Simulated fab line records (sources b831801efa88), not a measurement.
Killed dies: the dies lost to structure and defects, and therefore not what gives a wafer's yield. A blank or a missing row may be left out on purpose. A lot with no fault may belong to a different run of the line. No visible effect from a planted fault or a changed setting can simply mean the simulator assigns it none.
fab line records ; flow sky130
record lots=13; wafers=39; last-day=50
route steps=708 shown VT_ADJUST_HVTR@142 VT_ADJUST_PCH@152 GATE_OXIDE@199 RES_PROTECT@214 PAD_OPEN@708
lots that met no fault: taken from a fault-free run of the same line
start-h: start of the lot's first displayed wafer, in hours after the record's first day ; wait-h: how many hours have passed since the lot's step before this one ; " repeats the value in the row above ; L1.1+2: a single row standing in for several wafers ; - value missing, or start not given ; * or withheld: withheld ; < > ~ a bound
route shown NAME@n: a module of which the file shows steps, and the number in the route of the first ; usual: the fault-free wafers' mean and standard deviation ; same: alike in all rows ; chamber/n: place in a boat ; sites: per-site readings ; _std_site: standard deviation across them ; _edge_site: inner sites' mean taken away from outer sites' mean ; radius-mm: for every site, how far away it sits from the centre of the wafer ; mask NAME#n: copy n ; behind: tool/chamber where the wafer was last shaped ; hold: the reason the lot was held/the length of the hold in hours/how it ended ; device: whichever transistor did not switch (one of n, p or np) ; end of line: at the end of the route, the tests of the same wafers ; for a step that has no rows: nothing shown but its recipe ; killed: count of dies lost to structure and defects at first sort (not the wafer's yield) ; map: a wafer's dies, x killed, . not, _ none there
set.NAME: setting as actually run; set.NAME@STEP: the setting as run at that earlier step ; model.NAME: the simulator's own value behind a step, which no gauge read
one table for each step of the route and one row for each wafer, over a sample of lots
services: from which hour (start-h, from the record's first day; less than 0 if before it) a tool's chamber was out of use, for how many hours, and why
## steps
# step SKY_VT_ADJUST_HVTR_TW_MEAS_11
# usual VT_ADJUST_HVTR_TW=212.6/2.2
lot.wafer;tool;chamber;start-h;wait-h;VT_ADJUST_HVTR_TW
L469.2;film-metro-03;-;215.74;0.1;212.9
L469.3;film-metro-03;-;215.74;0.1;212.0
L469.6;film-metro-03;-;215.74;0.1;212.6
L470.1;film-metro-02;-;217.88;0.1;208.4
L470.2;film-metro-02;-;217.88;0.1;207.5
L470.3;film-metro-02;-;217.88;0.1;209.1
L471.1;film-metro-02;-;226.13;0.1;208.1
L471.3;film-metro-02;-;226.13;0.1;207.6
L471.4;film-metro-02;-;226.13;0.1;208.3
L473.2;film-metro-03;-;243.26;0.1;214.6
L473.3;film-metro-03;-;243.26;0.1;213.3
L473.6;film-metro-03;-;243.26;0.1;214.8
L474.1;film-metro-03;-;249.68;0.1;213.7
L474.2;film-metro-03;-;249.68;0.1;214.4
L474.4;film-metro-03;-;249.68;0.1;213.8
L475.3;film-metro-03;-;257.20;0.1;214.6
L475.4;film-metro-03;-;257.20;0.1;214.6
L475.6;film-metro-03;-;257.20;0.1;215.7
L476.2;film-metro-04;-;262.41;0.1;216.1
L476.4;film-metro-04;-;262.41;0.1;215.4
L476.6;film-metro-04;-;262.41;0.1;215.2
L483.1;film-metro-04;-;317.14;0.1;214.7
L483.4;film-metro-04;-;317.14;0.1;215.2
L483.6;film-metro-04;-;317.14;0.1;215.4
L485.1;film-metro-02;-;331.55;0.1;208.8
L485.3;film-metro-02;-;331.55;0.1;210.1
L485.6;film-metro-02;-;331.55;0.1;210.1
L486.1;film-metro-02;-;337.93;0.1;208.8
L486.2;film-metro-02;-;337.93;0.1;207.7
L486.6;film-metro-02;-;337.93;0.1;208.6
L487.1;film-metro-03;-;342.00;0.1;215.9
L487.3;film-metro-03;-;342.00;0.1;213.8
L487.6;film-metro-03;-;342.00;0.1;213.6
L488.4;film-metro-03;-;349.67;0.1;212.8
L488.5;film-metro-03;-;349.67;0.1;212.9
L488.6;film-metro-03;-;349.67;0.1;213.8
L490.4;film-metro-04;-;382.31;0.1;214.4
L490.5;film-metro-04;-;382.31;0.1;212.5
L490.6;film-metro-04;-;382.31;0.1;213.7
# step SKY_VT_ADJUST_PCH_STRIP_09
# recipe chemistry=O2/N2; power-w=1400; pressure-mtorr=1500; platen-temp-c=withheld; o2-flow-sccm=3000; n2-flow-sccm=300; overash-fraction=0.5
# usual drypump-motor-current-A=6.0/0.54; o2-flow-sccm=3001/8.6; oes-product-au=0.722/0.0044; strip-time-to-endpoint-s=36.90/0.13
lot.wafer;tool;chamber;start-h;wait-h;drypump-motor-current-A;o2-flow-sccm;oes-product-au;rf-hours-counter-h;strip-time-to-endpoint-s
L469.2;plasma-asher-04;1;238.33;0.1;5.8;3016;0.723;55;36.90
L469.3;plasma-asher-04;0;238.33;0.1;6.6;2999;0.717;-;36.77
L469.6;plasma-asher-04;0;238.33;0.1;6.6;2987;0.720;-;36.81
L470.1;plasma-asher-02;1;241.06;0.1;6.0;3015;0.718;43;36.96
L470.2;plasma-asher-02;0;241.06;0.1;5.0;2984;0.714;43;36.99
L470.3;plasma-asher-02;1;241.06;0.1;6.1;3006;0.718;-;36.98
L471.1;plasma-asher-04;0;249.44;0.1;6.6;3004;0.726;56;37.03
L471.3;plasma-asher-04;1;249.44;0.1;5.8;3008;0.721;-;36.90
L471.4;plasma-asher-04;0;249.44;0.1;6.6;3012;0.723;-;37.03
L473.2;plasma-asher-01;0;267.13;0.1;6.7;3000;0.730;15;36.85
L473.3;plasma-asher-01;1;267.13;0.1;5.8;2989;0.720;-;36.89
L473.6;plasma-asher-01;1;267.13;0.1;5.8;3000;0.722;-;36.80
L474.1;plasma-asher-02;0;274.34;0.1;5.0;3007;0.724;46;36.96
L474.2;plasma-asher-02;1;274.34;0.1;6.1;3007;0.728;46;37.04
L474.4;plasma-asher-02;1;274.34;0.1;6.0;2999;0.727;-;37.01
L475.3;plasma-asher-02;0;281.61;0.1;5.0;3009;0.727;-;37.01
L475.4;plasma-asher-02;1;281.61;0.1;6.0;3000;0.724;-;36.98
L475.6;plasma-asher-02;0;281.61;0.1;5.0;3002;0.720;-;37.16
L476.2;plasma-asher-04;1;287.14;0.1;5.8;2999;0.726;60;36.78
L476.4;plasma-asher-04;1;287.14;0.1;5.8;2998;0.725;-;36.76
L476.6;plasma-asher-04;1;287.14;0.1;5.8;2998;0.711;-;36.86
L483.1;plasma-asher-04;1;343.61;0.1;5.8;3006;0.719;65;36.87
L483.4;plasma-asher-04;1;343.61;0.1;5.8;3009;0.722;-;36.84
L483.6;plasma-asher-04;1;343.61;0.1;5.8;2999;0.719;-;36.92
L485.1;plasma-asher-01;0;358.62;0.1;6.6;3000;0.722;24;36.75
L485.3;plasma-asher-01;1;358.62;0.1;5.8;2992;0.727;-;36.68
L485.6;plasma-asher-01;1;358.62;0.1;5.8;2991;0.724;-;36.70
L486.1;plasma-asher-04;1;364.81;0.1;5.8;2995;0.719;67;36.77
L486.2;plasma-asher-04;0;364.81;0.1;6.6;2994;0.726;67;36.56
L486.6;plasma-asher-04;1;364.81;0.1;5.8;3009;0.715;-;36.52
L487.1;plasma-asher-04;1;369.27;0.1;5.8;2994;0.724;68;36.95
L487.3;plasma-asher-04;1;369.27;0.1;5.8;2997;0.722;-;36.97
L487.6;plasma-asher-04;0;369.27;0.1;6.6;3009;0.715;-;36.98
L488.4;plasma-asher-04;0;378.54;0.1;6.6;2994;0.728;-;36.67
L488.5;plasma-asher-04;0;378.54;0.1;6.6;2991;0.724;-;36.70
L488.6;plasma-asher-04;1;378.54;0.1;5.8;3007;0.718;-;36.74
L490.4;plasma-asher-02;1;411.94;0.1;6.0;2991;0.733;-;36.95
L490.5;plasma-asher-02;0;411.94;0.1;5.0;2997;0.717;-;36.90
L490.6;plasma-asher-02;1;411.94;0.1;6.0;2983;0.721;-;36.96
# step SKY_GATE_OXIDE_WET_ETCH_12
# recipe chemistry=dHF; target-depth-nm=16.8; dry=n2-spin; target=SiO2; dilution=100:1; temp-c=25; time-s=336
# usual bath-heat-duty-pct=6.4/0.57; run-length-s=365/3.8
lot.wafer;tool;chamber;start-h;wait-h;bath-heat-duty-pct;run-length-s
L469.2;wet-bench-04;3;324.01;0.1;6.3;360
L469.3;wet-bench-04;3;324.01;0.1;6.7;360
L469.6;wet-bench-04;3;324.01;0.1;6.6;360
L470.1;wet-bench-03;1;326.02;0.1;6.8;370
L470.2;wet-bench-03;1;326.02;0.1;7.0;370
L470.3;wet-bench-03;1;326.02;0.1;7.3;370
L471.1;wet-bench-01;3;331.01;0.1;6.3;369
L471.3;wet-bench-01;3;331.01;0.1;6.4;369
L471.4;wet-bench-01;3;331.01;0.1;6.7;369
L473.2;wet-bench-03;2;352.42;0.1;7.2;362
L473.3;wet-bench-03;2;352.42;0.1;6.4;362
L473.6;wet-bench-03;2;352.42;0.1;7.0;362
L474.1;wet-bench-04;2;361.61;0.1;-;-
L474.2;wet-bench-04;2;361.61;0.1;-;-
L474.4;wet-bench-04;2;361.61;0.1;-;-
L475.3;wet-bench-03;0;371.88;0.1;-;-
L475.4;wet-bench-03;0;371.88;0.1;-;-
L475.6;wet-bench-03;0;371.88;0.1;-;-
L476.2;wet-bench-01;0;374.91;0.1;-;-
L476.4;wet-bench-01;0;374.91;0.1;-;-
L476.6;wet-bench-01;0;374.91;0.1;-;-
L483.1;wet-bench-03;1;438.21;0.1;6.5;369
L483.4;wet-bench-03;1;438.21;0.1;6.4;369
L483.6;wet-bench-03;1;438.21;0.1;7.4;369
L485.1;wet-bench-01;0;460.31;0.1;5.8;371
L485.3;wet-bench-01;0;460.31;0.1;5.7;371
L485.6;wet-bench-01;0;460.31;0.1;5.8;371
L486.1;wet-bench-03;0;465.61;0.1;6.3;368
L486.2;wet-bench-03;0;465.61;0.1;6.1;368
L486.6;wet-bench-03;0;465.61;0.1;5.7;368
L487.1;wet-bench-03;0;469.67;0.1;6.5;370
L487.3;wet-bench-03;0;469.67;0.1;6.2;370
L487.6;wet-bench-03;0;469.67;0.1;5.9;370
L488.4;wet-bench-01;3;476.31;0.1;6.1;363
L488.5;wet-bench-01;3;476.31;0.1;6.2;363
L488.6;wet-bench-01;3;476.31;0.1;6.3;363
L490.4;wet-bench-03;0;511.76;0.1;5.8;362
L490.5;wet-bench-03;0;511.76;0.1;5.2;362
L490.6;wet-bench-03;0;511.76;0.1;5.2;362
# step SKY_RES_PROTECT_STRIP_07
# recipe chemistry=O2/N2; power-w=1400; pressure-mtorr=1500; platen-temp-c=withheld; o2-flow-sccm=3000; n2-flow-sccm=300; overash-fraction=0.5
# usual drypump-motor-current-A=6.2/0.38; o2-flow-sccm=2999/9.3; oes-product-au=0.518/0.0043; strip-time-to-endpoint-s=23.27/0.055
lot.wafer;tool;chamber;start-h;wait-h;drypump-motor-current-A;o2-flow-sccm;oes-product-au;rf-hours-counter-h;strip-time-to-endpoint-s
L469.2;plasma-asher-01;1;354.44;0.1;5.8;3003;0.519;24;23.19
L469.3;plasma-asher-01;0;354.44;0.1;6.6;3003;0.520;-;23.22
L469.6;plasma-asher-01;0;354.44;0.1;6.7;3014;0.518;-;23.13
L470.1;plasma-asher-01;1;357.30;0.1;5.8;2996;0.517;24;23.20
L470.2;plasma-asher-01;0;357.30;0.1;6.7;2984;0.521;24;23.32
L470.3;plasma-asher-01;1;357.30;0.1;5.8;3013;0.516;-;23.30
L471.1;plasma-asher-01;1;363.79;0.1;5.8;2999;0.522;24;23.27
L471.3;plasma-asher-01;0;363.79;0.1;6.7;2994;0.517;-;23.24
L471.4;plasma-asher-01;1;363.79;0.1;5.8;2997;0.517;-;23.27
L473.2;plasma-asher-04;1;382.44;0.1;5.8;3005;0.518;69;23.25
L473.3;plasma-asher-04;0;382.44;0.1;6.6;3000;0.516;-;23.21
L473.6;plasma-asher-04;1;382.44;0.1;5.8;3007;0.524;-;23.24
L483.1;plasma-asher-03;1;473.99;0.1;6.2;2999;0.521;3;23.25
L483.4;plasma-asher-03;1;473.99;0.1;6.2;2998;0.517;-;23.21
L483.6;plasma-asher-03;1;473.99;0.1;6.2;2986;0.524;-;23.20
L485.1;plasma-asher-03;0;494.02;0.1;5.9;3000;0.509;6;23.17
L485.3;plasma-asher-03;0;494.02;0.1;5.9;2999;0.513;-;23.15
L485.6;plasma-asher-03;1;494.02;0.1;6.2;2994;0.515;-;23.21
L486.1;plasma-asher-01;0;499.42;0.1;6.6;2990;0.518;39;23.30
L486.2;plasma-asher-01;1;499.42;0.1;5.8;2992;0.514;39;23.33
L486.6;plasma-asher-01;1;499.42;0.1;5.8;2996;0.520;-;23.29
L487.1;plasma-asher-03;0;505.15;0.1;5.9;3015;0.510;7;23.33
L487.3;plasma-asher-03;0;505.15;0.1;5.9;3017;0.516;-;23.32
L487.6;plasma-asher-03;0;505.15;0.1;5.9;3012;0.513;-;23.29
L488.4;plasma-asher-01;1;509.81;0.1;5.8;3008;0.521;-;23.31
L488.5;plasma-asher-01;0;509.81;0.1;6.6;2979;0.510;-;23.26
L488.6;plasma-asher-01;1;509.81;0.1;5.8;3011;0.507;-;23.27
L490.4;plasma-asher-01;0;545.56;0.1;6.6;2994;0.522;-;23.33
L490.5;plasma-asher-01;1;545.56;0.1;5.8;2998;0.516;-;23.34
L490.6;plasma-asher-01;0;545.56;0.1;6.6;2996;0.526;-;23.31
# step SKY_PAD_OPEN_PROBE_99
# usual killed_at_M0_to_M3=44/7.4; killed_at_M4_up=3.0/1.8; killed-at-contacts=24/5.1; killed-at-front-end=15/4.3; killed-at-other=0.3/0.54; killed-dies=86/9.9; killed-on-rim=17/3.9; killed-open=47/7.1; killed-short=38/6.7
# same gross-dies=492; killed-at-back-side=0
lot.wafer;tool;chamber;start-h;wait-h;killed_at_M0_to_M3;killed_at_M4_up;killed-at-contacts;killed-at-front-end;killed-at-other;killed-dies;killed-on-rim;killed-open;killed-short
L469.2;prober-02;-;1094.22;0.1;42;4;25;8;0;79;16;42;37
L469.3;prober-02;-;1094.27;0.2;59;3;20;11;0;93;23;45;48
L469.6;prober-02;-;1094.42;0.2;48;1;20;15;0;84;21;53;31
L470.1;prober-01;-;1097.29;0.1;33;1;21;12;2;69;11;40;29
L470.2;prober-01;-;1097.34;0.1;28;2;20;7;1;58;11;41;17
L470.3;prober-01;-;1097.39;0.2;38;6;22;17;1;84;11;53;31
L471.1;prober-02;-;1098.79;0.1;25;4;25;12;0;66;12;32;34
L471.3;prober-02;-;1098.89;0.2;44;1;21;17;0;83;20;36;47
L471.4;prober-02;-;1098.94;0.2;40;2;16;12;0;70;16;38;32
L473.2;prober-02;-;1113.54;0.1;46;6;23;17;0;92;19;45;47
L473.3;prober-02;-;1113.59;0.2;43;3;25;14;0;85;20;43;42
L473.6;prober-02;-;1113.74;0.2;31;3;28;16;0;78;12;44;34
L474.1;prober-01;-;1118.60;0.1;42;4;18;427;1;492;96;46;29
L474.2;prober-01;-;1118.65;0.1;40;5;25;422;0;492;96;48;36
L474.4;prober-01;-;1118.75;0.2;53;4;35;399;1;492;96;63;48
L475.3;prober-02;-;1128.18;0.2;37;4;20;431;0;492;96;36;44
L475.4;prober-02;-;1128.23;0.2;31;6;23;432;0;492;96;37;36
L475.6;prober-02;-;1128.33;0.2;30;4;11;447;0;492;96;35;26
L476.2;prober-01;-;1132.20;0.1;42;1;34;415;0;492;96;49;39
L476.4;prober-01;-;1132.30;0.2;48;2;21;421;0;492;96;44;42
L476.6;prober-01;-;1132.40;0.2;37;1;29;425;0;492;96;42;39
L483.1;prober-01;-;1168.39;0.1;34;4;25;14;0;77;11;52;25
L483.4;prober-01;-;1168.54;0.2;54;2;20;12;0;88;14;56;32
L483.6;prober-01;-;1168.64;0.2;55;5;25;10;0;95;19;49;46
L485.1;prober-01;-;1179.26;0.1;46;1;15;12;0;74;12;42;32
L485.3;prober-01;-;1179.36;0.2;58;0;16;14;0;88;18;50;38
L485.6;prober-01;-;1179.51;0.2;38;5;25;18;1;87;20;50;37
L486.1;prober-02;-;1179.83;0.1;50;4;27;21;0;102;21;51;51
L486.2;prober-02;-;1179.88;0.1;45;5;33;12;0;95;20;59;36
L486.6;prober-02;-;1180.08;0.2;52;2;21;13;0;88;21;47;41
L487.1;prober-01;-;1191.04;0.1;58;3;15;34;0;110;16;59;51
L487.3;prober-01;-;1191.14;0.2;41;1;24;15;0;81;12;47;34
L487.6;prober-01;-;1191.29;0.2;42;0;31;16;2;91;19;46;45
L488.4;prober-02;-;1192.87;0.2;39;1;29;16;0;85;12;47;38
L488.5;prober-02;-;1192.92;0.2;43;1;22;13;0;79;16;45;34
L488.6;prober-02;-;1192.97;0.2;43;2;27;19;1;92;16;50;42
L490.4;prober-02;-;1211.79;0.2;46;2;21;8;0;77;16;36;41
L490.5;prober-02;-;1211.84;0.2;50;0;24;22;0;96;21;54;42
L490.6;prober-02;-;1211.89;0.2;37;0;26;16;0;79;12;49;30
# killed by level:class
L469.2 CONTACT:geometric-particle:open=10 LI_CONTACT:geometric-particle:open=8 VIA1:geometric-particle:open=8 METAL2:geometric-particle:short=6 VIA3:geometric-particle:open=6 CONTACT:geometric-particle:short=4 METAL1:geometric-particle:short=4 VIA2:geometric-particle:open=4
L469.3 VIA1:geometric-particle:open=15 CONTACT:geometric-particle:short=9 METAL1:geometric-particle:short=8 METAL2:geometric-particle:short=8 VIA1:geometric-particle:short=7 VIA2:geometric-particle:open=6 POLY_GATE:geometric-particle:open=4 LI_CONTACT:geometric-particle:open=4
L469.6 CONTACT:geometric-particle:open=15 VIA1:geometric-particle:open=9 METAL2:geometric-particle:short=9 VIA2:geometric-particle:open=7 VIA3:geometric-particle:open=7 FIELD_ISO:geometric-particle:open=5 VIA1:geometric-particle:short=4 VIA3:geometric-particle:short=4
L470.1 VIA1:geometric-particle:open=7 VIA3:geometric-particle:open=7 CONTACT:geometric-particle:open=6 LI_CONTACT:geometric-particle:open=6 METAL1:geometric-particle:short=6 FIELD_ISO:geometric-particle:short=5 VIA2:geometric-particle:open=5 LI_CONTACT:geometric-particle:short=4
L470.2 CONTACT:geometric-particle:open=12 VIA1:geometric-particle:open=8 VIA2:geometric-particle:open=5 VIA3:geometric-particle:open=5 LI_CONTACT:geometric-particle:open=3 CONTACT:geometric-particle:short=3 METAL1:geometric-particle:open=2 METAL2:geometric-particle:short=2
L470.3 VIA1:geometric-particle:open=14 LI_CONTACT:geometric-particle:open=8 CONTACT:geometric-particle:open=7 VIA3:geometric-particle:open=6 METAL1:geometric-particle:short=4 SPACER:geometric-particle:open=4 VIA1:geometric-particle:short=4 METAL4:geometric-particle:short=4
L471.1 CONTACT:geometric-particle:open=11 LI_CONTACT:geometric-particle:open=6 CONTACT:geometric-particle:short=6 METAL1:geometric-particle:short=5 VIA1:geometric-particle:short=4 METAL4:geometric-particle:short=4 FIELD_ISO:geometric-particle:open=3 POLY_CUT:geometric-particle:short=3
L471.3 VIA1:geometric-particle:open=8 VIA2:geometric-particle:open=6 CONTACT:geometric-particle:short=6 METAL2:geometric-particle:short=6 METAL3:geometric-particle:short=6 VIA3:geometric-particle:open=5 LI_CONTACT:geometric-particle:open=5 CONTACT:geometric-particle:open=5
L471.4 VIA1:geometric-particle:open=7 VIA2:geometric-particle:open=7 LI_CONTACT:geometric-particle:open=6 FIELD_ISO:geometric-particle:open=5 FIELD_ISO:geometric-particle:short=4 CONTACT:geometric-particle:short=4 VIA1:geometric-particle:short=4 VIA2:geometric-particle:short=4
L473.2 CONTACT:geometric-particle:open=11 METAL3:geometric-particle:short=10 METAL2:geometric-particle:short=9 FIELD_ISO:geometric-particle:open=8 VIA2:geometric-particle:short=5 LI_CONTACT:geometric-particle:short=5 VIA1:geometric-particle:open=5 FIELD_ISO:geometric-particle:short=4
L473.3 LI_CONTACT:geometric-particle:open=8 METAL1:geometric-particle:short=8 VIA1:geometric-particle:open=8 LI_CONTACT:geometric-particle:short=7 VIA2:geometric-particle:open=5 METAL2:geometric-particle:short=5 FIELD_ISO:geometric-particle:open=4 CONTACT:geometric-particle:open=4
L473.6 LI_CONTACT:geometric-particle:open=13 CONTACT:geometric-particle:open=8 VIA1:geometric-particle:open=7 VIA3:geometric-particle:open=7 FIELD_ISO:geometric-particle:short=6 FIELD_ISO:geometric-particle:open=4 POLY_GATE:geometric-particle:short=4 LI_CONTACT:geometric-particle:short=4
L474.1 GATE_OXIDE:area-etch=417 CONTACT:geometric-particle:open=10 VIA2:geometric-particle:open=8 VIA1:geometric-particle:open=7 VIA3:geometric-particle:open=7 METAL2:geometric-particle:short=5 LI_CONTACT:geometric-particle:open=4 VIA1:geometric-particle:short=4
L474.2 GATE_OXIDE:area-etch=408 CONTACT:geometric-particle:open=11 VIA3:geometric-particle:open=8 VIA1:geometric-particle:open=7 VIA2:geometric-particle:open=7 CONTACT:geometric-particle:short=6 POLY_GATE:geometric-particle:short=4 LI_CONTACT:geometric-particle:open=4
L474.4 GATE_OXIDE:area-etch=381 CONTACT:geometric-particle:open=18 VIA1:geometric-particle:open=11 METAL1:geometric-particle:short=9 LI_CONTACT:geometric-particle:open=8 VIA2:geometric-particle:open=8 VIA1:geometric-particle:short=5 POLY_GATE:geometric-particle:short=4
L475.3 GATE_OXIDE:area-etch=412 FIELD_ISO:geometric-particle:short=10 CONTACT:geometric-particle:open=9 VIA1:geometric-particle:open=7 METAL1:geometric-particle:short=7 VIA2:geometric-particle:open=5 METAL2:geometric-particle:short=5 LOCAL_INTERCONNECT:geometric-particle:short=4
L475.4 GATE_OXIDE:area-etch=419 CONTACT:geometric-particle:open=8 LI_CONTACT:geometric-particle:open=7 VIA1:geometric-particle:open=7 METAL4:geometric-particle:short=6 VIA3:geometric-particle:open=6 POLY_GATE:geometric-particle:short=5 VIA2:geometric-particle:open=5
L475.6 GATE_OXIDE:area-etch=431 VIA1:geometric-particle:open=6 FIELD_ISO:geometric-particle:open=5 VIA2:geometric-particle:open=5 METAL3:geometric-particle:short=5 POLY_GATE:geometric-particle:open=4 LI_CONTACT:geometric-particle:open=4 CONTACT:geometric-particle:open=4
L476.2 GATE_OXIDE:area-etch=404 LI_CONTACT:geometric-particle:open=11 CONTACT:geometric-particle:open=11 CONTACT:geometric-particle:short=7 VIA2:geometric-particle:open=7 METAL2:geometric-particle:short=6 METAL1:geometric-particle:short=6 VIA1:geometric-particle:short=6
L476.4 GATE_OXIDE:area-etch=406 VIA1:geometric-particle:open=15 METAL2:geometric-particle:short=9 LI_CONTACT:geometric-particle:open=7 POLY_GATE:geometric-particle:short=6 VIA1:geometric-particle:short=6 VIA3:geometric-particle:open=5 CONTACT:geometric-particle:open=5
L476.6 GATE_OXIDE:area-etch=411 LI_CONTACT:geometric-particle:open=12 CONTACT:geometric-particle:open=6 METAL2:geometric-particle:short=6 VIA1:geometric-particle:open=5 FIELD_ISO:geometric-particle:short=4 METAL3:geometric-particle:short=4 LOCAL_INTERCONNECT:geometric-particle:short=4
L483.1 LI_CONTACT:geometric-particle:open=10 VIA3:geometric-particle:open=9 VIA1:geometric-particle:open=7 CONTACT:geometric-particle:open=6 POLY_GATE:geometric-particle:open=4 CONTACT:geometric-particle:short=4 METAL2:geometric-particle:short=4 VIA2:geometric-particle:open=4
L483.4 VIA1:geometric-particle:open=14 VIA3:geometric-particle:open=10 VIA2:geometric-particle:open=9 LI_CONTACT:geometric-particle:open=7 CONTACT:geometric-particle:open=7 VIA1:geometric-particle:short=5 METAL2:geometric-particle:short=5 VIA3:geometric-particle:short=4
L483.6 VIA2:geometric-particle:open=11 CONTACT:geometric-particle:open=11 VIA1:geometric-particle:open=9 VIA2:geometric-particle:short=7 VIA3:geometric-particle:open=7 METAL1:geometric-particle:short=5 VIA3:geometric-particle:short=5 LI_CONTACT:geometric-particle:short=4
L485.1 VIA1:geometric-particle:open=18 CONTACT:geometric-particle:open=7 FIELD_ISO:geometric-particle:open=5 VIA2:geometric-particle:short=5 METAL1:geometric-particle:short=5 METAL3:geometric-particle:short=5 VIA2:geometric-particle:open=4 METAL2:geometric-particle:short=3
L485.3 VIA1:geometric-particle:open=12 METAL1:geometric-particle:short=8 LI_CONTACT:geometric-particle:open=7 VIA2:geometric-particle:open=7 VIA3:geometric-particle:open=6 VIA1:geometric-particle:short=5 VIA3:geometric-particle:short=5 CONTACT:geometric-particle:open=5
L485.6 CONTACT:geometric-particle:open=11 LI_CONTACT:geometric-particle:open=9 VIA1:geometric-particle:open=8 VIA3:geometric-particle:open=8 VIA1:geometric-particle:short=7 FIELD_ISO:geometric-particle:short=6 VIA2:geometric-particle:open=5 METAL4:geometric-particle:short=4
L486.1 VIA1:geometric-particle:open=13 CONTACT:geometric-particle:open=12 METAL2:geometric-particle:short=9 LI_CONTACT:geometric-particle:open=8 VIA1:geometric-particle:short=8 POLY_GATE:geometric-particle:short=6 METAL1:geometric-particle:short=6 FIELD_ISO:geometric-particle:open=5
L486.2 LI_CONTACT:geometric-particle:open=15 CONTACT:geometric-particle:open=12 VIA1:geometric-particle:open=8 VIA1:geometric-particle:short=7 VIA3:geometric-particle:open=7 VIA2:geometric-particle:open=7 VIA2:geometric-particle:short=5 POLY_GATE:geometric-particle:short=4
L486.6 VIA1:geometric-particle:open=10 VIA3:geometric-particle:open=9 FIELD_ISO:geometric-particle:open=6 LI_CONTACT:geometric-particle:open=6 METAL2:geometric-particle:short=6 METAL1:geometric-particle:short=6 CONTACT:geometric-particle:open=5 VIA2:geometric-particle:open=5
L487.1 VIA1:geometric-particle:open=17 POLY_GATE:geometric-particle:open=9 METAL2:geometric-particle:short=9 FIELD_ISO:geometric-particle:short=8 CONTACT:geometric-particle:open=8 VIA3:geometric-particle:open=7 METAL1:geometric-particle:short=6 FIELD_ISO:geometric-particle:open=5
L487.3 CONTACT:geometric-particle:open=12 VIA1:geometric-particle:open=12 METAL2:geometric-particle:short=7 VIA3:geometric-particle:open=7 CONTACT:geometric-particle:short=6 LI_CONTACT:geometric-particle:open=4 FIELD_ISO:geometric-particle:short=3 FIELD_ISO:geometric-particle:open=3
L487.6 CONTACT:geometric-particle:open=10 VIA2:geometric-particle:short=8 LI_CONTACT:geometric-particle:open=8 VIA1:geometric-particle:open=7 METAL1:geometric-particle:short=6 VIA2:geometric-particle:open=6 FIELD_ISO:geometric-particle:short=5 FIELD_ISO:geometric-particle:open=5
L488.4 CONTACT:geometric-particle:open=13 LI_CONTACT:geometric-particle:open=8 VIA1:geometric-particle:open=8 METAL1:geometric-particle:short=6 METAL3:geometric-particle:short=5 FIELD_ISO:geometric-particle:open=4 VIA3:geometric-particle:open=4 CONTACT:geometric-particle:short=4
L488.5 VIA1:geometric-particle:open=9 LI_CONTACT:geometric-particle:open=7 VIA2:geometric-particle:open=7 VIA3:geometric-particle:open=7 CONTACT:geometric-particle:open=6 FIELD_ISO:geometric-particle:short=4 LI_CONTACT:geometric-particle:short=4 METAL1:geometric-particle:short=4
L488.6 LI_CONTACT:geometric-particle:open=11 CONTACT:geometric-particle:open=10 VIA1:geometric-particle:open=8 VIA2:geometric-particle:short=7 METAL2:geometric-particle:short=7 VIA3:geometric-particle:open=7 FIELD_ISO:geometric-particle:short=6 CONTACT:geometric-particle:short=4
L490.4 VIA2:geometric-particle:open=12 METAL2:geometric-particle:short=7 CONTACT:geometric-particle:short=6 VIA1:geometric-particle:open=6 VIA3:geometric-particle:short=5 VIA3:geometric-particle:open=5 CONTACT:geometric-particle:open=4 VIA1:geometric-particle:short=4
L490.5 VIA2:geometric-particle:open=11 FIELD_ISO:geometric-particle:open=9 VIA3:geometric-particle:open=8 CONTACT:geometric-particle:short=7 CONTACT:geometric-particle:open=7 METAL1:geometric-particle:short=7 VIA1:geometric-particle:open=6 FIELD_ISO:geometric-particle:short=5
L490.6 CONTACT:geometric-particle:open=12 LI_CONTACT:geometric-particle:open=7 VIA1:geometric-particle:open=7 FIELD_ISO:geometric-particle:open=6 VIA2:geometric-particle:open=5 CONTACT:geometric-particle:short=4 METAL1:geometric-particle:short=4 METAL2:geometric-particle:short=4
## services
tool;chamber;start-h;hours;kind
plasma-asher-01;-;255.79;0.8;repair
plasma-asher-01;-;257.47;2.8;pm
plasma-asher-03;-;306.54;2.8;pm
plasma-asher-03;-;381.66;4.0;pm
plasma-asher-02;-;403.98;2.8;pm
plasma-asher-02;-;415.85;15.6;pm
plasma-asher-03;-;420.25;15.6;pm
plasma-asher-03;-;435.85;9.0;pm
plasma-asher-03;0;435.85;9.0;vent-cycle
plasma-asher-03;1;435.85;9.0;vent-cycle
plasma-asher-03;0;444.85;-;clean
plasma-asher-03;1;444.85;-;clean
plasma-asher-02;-;478.57;10.8;repair
plasma-asher-01;-;480.85;14.6;pm
plasma-asher-02;-;483.34;8.6;repair
plasma-asher-04;-;497.68;14.6;pm
plasma-asher-03;-;508.99;1.5;repair
## key
first-sign step=SKY_GATE_OXIDE_WET_ETCH_12; reading=tool-record; direction=missing
effect step=SKY_PAD_OPEN_PROBE_99; reading=killed-at-front-end; direction=up; sigmas=94; usual=15; struck=424
more-kills-born-at SKY_GATE_OXIDE_WET_ETCH_12@wet-bench-03=1262; SKY_GATE_OXIDE_WET_ETCH_12@wet-bench-01=1221; SKY_GATE_OXIDE_WET_ETCH_12@wet-bench-04=1206
met-at SKY_GATE_OXIDE_WET_ETCH_12
struck-lots L474,L475,L476
later-rows-left-out L474.1,L474.2,L474.4,L475.3,L475.4,L475.6,L476.2,L476.4,L476.6
tester-left-out L474,L475,L476
not-acting-at SKY_VT_ADJUST_HVTR_TW_MEAS_11,SKY_VT_ADJUST_PCH_STRIP_09,SKY_RES_PROTECT_STRIP_07
onset-between 352.42 361.61
fault kind=skipped-step-whole; tool=wet-bench-01,wet-bench-03,wet-bench-04; chamber=-; onset-h=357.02; steps=SKY_GATE_OXIDE_WET_ETCH_12; scope=struck-lots-only
# tester-left-out: of these lots the tester's yield and bins aren't shown, on N5 and GAA mostly nor the transistor test; their killed dies are dies lost to structure and defects alone, not to doping, threshold or leakage, so they don't give the yield
# later-rows-left-out: the simulator's readings of these wafers behind a module that went badly wrong aren't trusted and aren't shown, but for the sort
